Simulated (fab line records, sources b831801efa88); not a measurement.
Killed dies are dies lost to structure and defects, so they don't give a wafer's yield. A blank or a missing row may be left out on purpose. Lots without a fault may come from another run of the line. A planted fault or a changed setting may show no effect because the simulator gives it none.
Which tool did it? | flow sky130 | 7 lots, 21 wafers sampled, at 3 steps of a route of 708

WHAT THE GAUGES READ, wafer by wafer
SKY_VIA2_CD_MEAS_12: target cd 200 nm.
lot  | measured     | on        | cd_nm (nm)
L191 | day 37 02:05 | cd_sem-01 | 201.6 200.2 201.8
L196 | day 38 01:26 | cd_sem-01 | 199.6 199.7 200.5
L198 | day 38 15:47 | cd_sem-02 | 199.3 200.6 199.8
L201 | day 39 11:19 | cd_sem-01 | 197.9 198.4 199.0
L208 | day 41 17:44 | cd_sem-02 | 200.8 202.5 200.3
L211 | day 42 05:16 | cd_sem-01 | 200.1 198.5 199.2
L214 | day 43 13:31 | cd_sem-02 | 202.2 200.7 201.4

WHICH TOOL RAN EACH LOT (tool, then ch and the chambers of the sampled wafers, then the start)
lot  | SKY_METAL2_ETCH_18                | SKY_VIA2_CMP_02
L191 | rie_metal-04 ch 0,1, day 35 22:43 | cmp-01 ch 0,1,3, day 35 23:42
L196 | rie_metal-01 ch 0,1, day 36 22:49 | cmp-01 ch 0,1,3, day 36 23:53
L198 | rie_metal-04 ch 0,1, day 37 12:38 | cmp-01 ch 0,2,3, day 37 13:39
L201 | rie_metal-03 ch 0,1, day 38 09:14 | cmp-01 ch 0,3, day 38 10:08
L208 | rie_metal-03 ch 0,1, day 40 16:40 | cmp-02 ch 0,3, day 40 17:40
L211 | rie_metal-04 ch 0,1, day 41 04:10 | cmp-01 ch 1,2,3, day 41 05:10
L214 | rie_metal-01 ch 0,1, day 42 13:02 | cmp-02 ch 0,2,3, day 42 13:59
- SKY_METAL2_ETCH_18: etches BARC in N2/H2, stops on SiO2, time 45.9 s, target depth 60 nm.
- SKY_VIA2_CMP_02: polishes SiO2.

THE ANSWER, worked out from the rows above alone
Rule: what is usual is taken from the lots themselves. Put in order of their means at a reading, lots are off if they are a third of the lots or fewer, leave a main group of 4 or more, and stand apart from it by a gap of 3 or more times the standard deviation of the main group's means; of several such gaps the widest counts. A main group whose means are all the same, to the digits that the tables above print for the reading, isn't used. A lot without any number at a reading at which 4 lots or more have one is off too. The other lots that the step has rows for count as sound.
No lot is off at any reading shown: from this, nothing can be told.

WHAT THE SIMULATOR HAD PUT IN
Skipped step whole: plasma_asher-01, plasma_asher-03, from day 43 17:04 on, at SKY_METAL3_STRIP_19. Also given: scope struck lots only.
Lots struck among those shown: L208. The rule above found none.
